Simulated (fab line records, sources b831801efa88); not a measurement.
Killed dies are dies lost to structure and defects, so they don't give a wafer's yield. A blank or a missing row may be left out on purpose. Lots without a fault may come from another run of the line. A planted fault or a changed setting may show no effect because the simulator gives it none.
Which tool did it? | flow sfq_line | 15 lots, 45 wafers sampled, at 4 steps of a route of 325

WHAT THE GAUGES READ, wafer by wafer
The record holds no reading of a measuring or inspecting step that can be judged against a usual standard deviation.

WHICH TOOL RAN EACH LOT (tool, then ch and the chambers of the sampled wafers, then the start)
lot  | SFQ_TRILAYER_L0_VIA_ETCH_VIA_ETCH_016 | SFQ_TRILAYER_I2_VIA_BARC_OPEN_VIA_ETCH_096 | SFQ_TRILAYER_R5_DEP_SPUTTER_132 | SFQ_TRILAYER_R5_LITHO_DEVELOP_138
L589 | rie_diel-02 ch 1,2,3, day 6 18:45     | rie_diel-01 ch 0,1,2, day 37 19:26         | pvd_sputter-04, day 61 02:53    | litho_track-01 ch 0, day 61 05:17
L590 | rie_diel-03 ch 0,1,2, day 6 21:09     | rie_diel-04 ch 1,2, day 37 21:50           | pvd_sputter-05, day 61 06:09    | litho_track-04 ch 0, day 61 09:43
L594 | rie_diel-04 ch 0,2,3, day 7 04:21     | rie_diel-02 ch 1,2,3, day 38 07:26         | pvd_sputter-04, day 61 19:23    | litho_track-01 ch 0, day 67 05:11
L595 | rie_diel-03 ch 0,2,3, day 7 06:45     | rie_diel-01 ch 0,1,3, day 38 08:38         | pvd_sputter-05, day 61 22:23    | litho_track-04 ch 0, day 67 10:04
L596 | rie_diel-02 ch 0,1,2, day 7 07:57     | rie_diel-04 ch 1,3, day 38 11:02           | pvd_sputter-03, day 62 02:53    | litho_track-02 ch 0, day 67 16:01
L597 | rie_diel-04 ch 1,2,3, day 7 12:43     | rie_diel-02 ch 1,2,3, day 38 13:26         | pvd_sputter-05, day 62 14:40    | litho_track-04 ch 0, day 68 02:47
L599 | rie_diel-02 ch 1,2, day 7 16:19       | rie_diel-02 ch 1,2,3, day 38 18:37         | pvd_sputter-05, day 63 11:04    | litho_track-04 ch 0, day 68 23:22
L602 | rie_diel-04 ch 0,2,3, day 8 03:07     | rie_diel-02 ch 2,3, day 38 23:25           | pvd_sputter-05, day 68 15:40    | litho_track-01, day 73 11:09
L603 | rie_diel-03 ch 2,3, day 8 04:19       | rie_diel-01 ch 0,1,3, day 39 04:13         | pvd_sputter-03, day 68 17:54    | litho_track-01, day 73 13:33
L604 | rie_diel-02 ch 0,3, day 8 05:38       | rie_diel-04 ch 0,1, day 39 05:25           | pvd_sputter-03, day 69 00:01    | litho_track-02, day 73 18:21
L605 | rie_diel-03 ch 0,2,3, day 8 17:04     | rie_diel-02 ch 0,1,3, day 39 06:37         | pvd_sputter-04, day 69 01:13    | litho_track-02 ch 0, day 73 20:45
L608 | rie_diel-02 ch 2,3, day 13 22:35      | rie_diel-02 ch 0,1, day 39 11:25           | pvd_sputter-04, day 73 12:02    | litho_track-04 ch 0, day 74 01:41
L609 | rie_diel-03 ch 0,1,3, day 14 17:14    | rie_diel-01 ch 0,1, day 39 15:37           | pvd_sputter-03, day 73 14:26    | litho_track-01 ch 0, day 74 04:07
L610 | rie_diel-02 ch 0,1,2, day 15 06:39    | rie_diel-04 ch 0,1,3, day 44 15:01         | pvd_sputter-03, day 74 03:28    | litho_track-02 ch 0, day 74 20:55
L612 | rie_diel-04 ch 2,3, day 15 21:48      | rie_diel-02 ch 1,2, day 44 23:25           | pvd_sputter-05, day 74 10:06    | litho_track-04 ch 0, day 75 04:05
- SFQ_TRILAYER_L0_VIA_ETCH_VIA_ETCH_016: etches SiO2 in CHF3, stops on MoNx KI, target depth 80 nm.
- SFQ_TRILAYER_I2_VIA_BARC_OPEN_VIA_ETCH_096: etches BARC in O2, target depth 125 nm, time 41.7 s.
- SFQ_TRILAYER_R5_DEP_SPUTTER_132: material Ti, target thk 5 nm, time 5 s.
- SFQ_TRILAYER_R5_LITHO_DEVELOP_138: time 60 s.

WHAT THE TOOLS THEMSELVES READ (means of the sampled wafers that have a number; where no wafer has one, the mark that the record gives instead)
SFQ_TRILAYER_L0_VIA_ETCH_VIA_ETCH_016.
lot  | tool        | drypump_motor_current_A (A) | oes_product_au (a.u.)
L589 | rie_diel-02 | 5.7                         | 0.840
L590 | rie_diel-03 | 5.6                         | 0.846
L594 | rie_diel-04 | 5.3                         | 0.838
L595 | rie_diel-03 | 5.7                         | 0.844
L596 | rie_diel-02 | 5.5                         | 0.843
L597 | rie_diel-04 | 5.1                         | 0.839
L599 | rie_diel-02 | 5.4                         | 0.842
L602 | rie_diel-04 | 5.4                         | 0.843
L603 | rie_diel-03 | 5.8                         | 0.839
L604 | rie_diel-02 | 5.9                         | 0.841
L605 | rie_diel-03 | 5.7                         | 0.849
L608 | rie_diel-02 | 5.4                         | 0.852
L609 | rie_diel-03 | 5.8                         | 0.847
L610 | rie_diel-02 | 5.5                         | 0.837
L612 | rie_diel-04 | 4.8                         | 0.845

SFQ_TRILAYER_I2_VIA_BARC_OPEN_VIA_ETCH_096.
lot  | tool        | drypump_motor_current_A (A) | oes_product_au (a.u.)
L589 | rie_diel-01 | 5.6                         | 0.682
L590 | rie_diel-04 | 5.3                         | 0.685
L594 | rie_diel-02 | 5.7                         | 0.681
L595 | rie_diel-01 | 5.5                         | 0.685
L596 | rie_diel-04 | 5.2                         | 0.685
L597 | rie_diel-02 | 5.7                         | 0.677
L599 | rie_diel-02 | 5.7                         | 0.685
L602 | rie_diel-02 | 5.7                         | 0.683
L603 | rie_diel-01 | 5.5                         | 0.685
L604 | rie_diel-04 | 6.3                         | 0.686
L605 | rie_diel-02 | 5.8                         | 0.682
L608 | rie_diel-02 | 5.7                         | 0.684
L609 | rie_diel-01 | 5.3                         | 0.688
L610 | rie_diel-04 | 5.7                         | 0.683
L612 | rie_diel-02 | 5.6                         | 0.687

SFQ_TRILAYER_R5_DEP_SPUTTER_132.
lot  | tool           | throttle_valve_pct (%)
L589 | pvd_sputter-04 | 31.0
L590 | pvd_sputter-05 | 30.2
L594 | pvd_sputter-04 | 31.0
L595 | pvd_sputter-05 | 29.5
L596 | pvd_sputter-03 | 29.5
L597 | pvd_sputter-05 | 30.6
L599 | pvd_sputter-05 | 29.5
L602 | pvd_sputter-05 | 29.3
L603 | pvd_sputter-03 | 30.3
L604 | pvd_sputter-03 | 29.4
L605 | pvd_sputter-04 | 31.4
L608 | pvd_sputter-04 | 31.2
L609 | pvd_sputter-03 | 30.0
L610 | pvd_sputter-03 | 29.4
L612 | pvd_sputter-05 | 30.4

SFQ_TRILAYER_R5_LITHO_DEVELOP_138.
lot  | tool           | chill_plate_temp_C (C) | exhaust_pa (Pa)
L589 | litho_track-01 | 22.96                  | 45.0
L590 | litho_track-04 | 22.90                  | 44.9
L594 | litho_track-01 | 23.00                  | 44.8
L595 | litho_track-04 | 22.90                  | 45.6
L596 | litho_track-02 | 23.10                  | 45.5
L597 | litho_track-04 | 22.94                  | 44.9
L599 | litho_track-04 | 22.81                  | 45.1
L602 | litho_track-01 | -                      | -
L603 | litho_track-01 | -                      | -
L604 | litho_track-02 | -                      | -
L605 | litho_track-02 | 22.98                  | 46.5
L608 | litho_track-04 | 23.01                  | 44.5
L609 | litho_track-01 | 23.09                  | 45.5
L610 | litho_track-02 | 22.97                  | 44.2
L612 | litho_track-04 | 22.94                  | 45.6

THE ANSWER, worked out from the rows above alone
Rule: what is usual is taken from the lots themselves. Put in order of their means at a reading, lots are off if they are a third of the lots or fewer, leave a main group of 4 or more, and stand apart from it by a gap of 3 or more times the standard deviation of the main group's means; of several such gaps the widest counts. A main group whose means are all the same, to the digits that the tables above print for the reading, isn't used. A lot without any number at a reading at which 4 lots or more have one is off too. The other lots that the step has rows for count as sound. The gauges are gone through in route order, then the tools' own readings, and for those a lot's mean is taken as printed above. The first step at which some lot is off is used, and at that step the reading that is off furthest; a lot without a number counts as furthest.
Off: L602, L603, L604, at SFQ_TRILAYER_R5_LITHO_DEVELOP_138 (chill_plate_temp_C). Without a number there: L602, L603, L604. The main group: mean 22.97 C, standard deviation 0.077.
A tool fits if, at that step or a process step before it, it ran every lot that is off, and no sound lot after the first of them. None of those tried fits.

WHAT THE SIMULATOR HAD PUT IN
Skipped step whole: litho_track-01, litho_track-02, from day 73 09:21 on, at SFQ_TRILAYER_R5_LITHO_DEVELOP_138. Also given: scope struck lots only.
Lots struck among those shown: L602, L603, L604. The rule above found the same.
